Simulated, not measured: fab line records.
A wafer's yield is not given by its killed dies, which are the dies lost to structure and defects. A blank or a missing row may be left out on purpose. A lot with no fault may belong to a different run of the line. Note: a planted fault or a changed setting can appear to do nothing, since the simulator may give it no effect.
Chamber matching || flow gf180mcu || pecvd-01 running GF_V2_CVD_02: 3 sister chambers
The step deposits SiO2 from TEOS, target thk 850 nm, time 94.851 s. 3 wafers are shown with their chamber, then 12 later ones without.

## WAFERS WITH THEIR CHAMBER
{"wafer": "L093.1", "chamber": 0, "heaterPowerW (W)": 592}
{"wafer": "L093.2", "chamber": 1, "heaterPowerW (W)": 752}
{"wafer": "L093.3", "chamber": 2, "heaterPowerW (W)": 702}

## WAFERS WITHOUT THEIR CHAMBER
{"wafer": "L093.4", "heaterPowerW (W)": 654}
{"wafer": "L093.5", "heaterPowerW (W)": 564}
{"wafer": "L093.6", "heaterPowerW (W)": 607}
{"wafer": "L094.1", "heaterPowerW (W)": 610}
{"wafer": "L094.2", "heaterPowerW (W)": 696}
{"wafer": "L094.3", "heaterPowerW (W)": 657}
{"wafer": "L094.4", "heaterPowerW (W)": 664}
{"wafer": "L094.5", "heaterPowerW (W)": 692}
{"wafer": "L094.6", "heaterPowerW (W)": 714}
{"wafer": "L096.2", "heaterPowerW (W)": 647}
{"wafer": "L096.3", "heaterPowerW (W)": 593}
{"wafer": "L096.5", "heaterPowerW (W)": 749}

## WHICH CHAMBER EACH ONE RAN IN
{"wafer": "L093.4", "from the rows above": "can't be placed: 2 or 0 or 1", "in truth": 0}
{"wafer": "L093.5", "from the rows above": 0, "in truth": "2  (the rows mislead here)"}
{"wafer": "L093.6", "from the rows above": 0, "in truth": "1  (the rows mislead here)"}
{"wafer": "L094.1", "from the rows above": 0, "in truth": 0}
{"wafer": "L094.2", "from the rows above": "can't be placed: 2 or 1", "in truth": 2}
{"wafer": "L094.3", "from the rows above": "can't be placed: 2 or 0 or 1", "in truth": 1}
{"wafer": "L094.4", "from the rows above": "can't be placed: 2 or 0 or 1", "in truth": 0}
{"wafer": "L094.5", "from the rows above": "can't be placed: 2 or 1", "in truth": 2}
{"wafer": "L094.6", "from the rows above": "can't be placed: 2 or 1", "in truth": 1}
{"wafer": "L096.2", "from the rows above": "can't be placed: 0 or 2 or 1", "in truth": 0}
{"wafer": "L096.3", "from the rows above": 0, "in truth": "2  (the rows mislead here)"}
{"wafer": "L096.5", "from the rows above": "can't be placed: 1 or 2", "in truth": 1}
Correctly placed: 1 of 12. Cannot be placed on the basis of these rows: 8; the candidates contain the true chamber in 8. 3 placed wrongly.
How it was worked out, from the rows above alone: a wafer's distance from a chamber is the root of the sum, over the readings, of the square of ((its reading less the chamber's mean) divided by the reading's scatter). If the next closest chamber is less than 2 further off than the closest, the wafer can't be placed; otherwise it belongs to the closest. For every chamber, the mean is computed from those of its wafers that are shown. The scatter: root of mean squared gap, hidden wafer to nearest shown wafer, with one shown wafer a chamber.
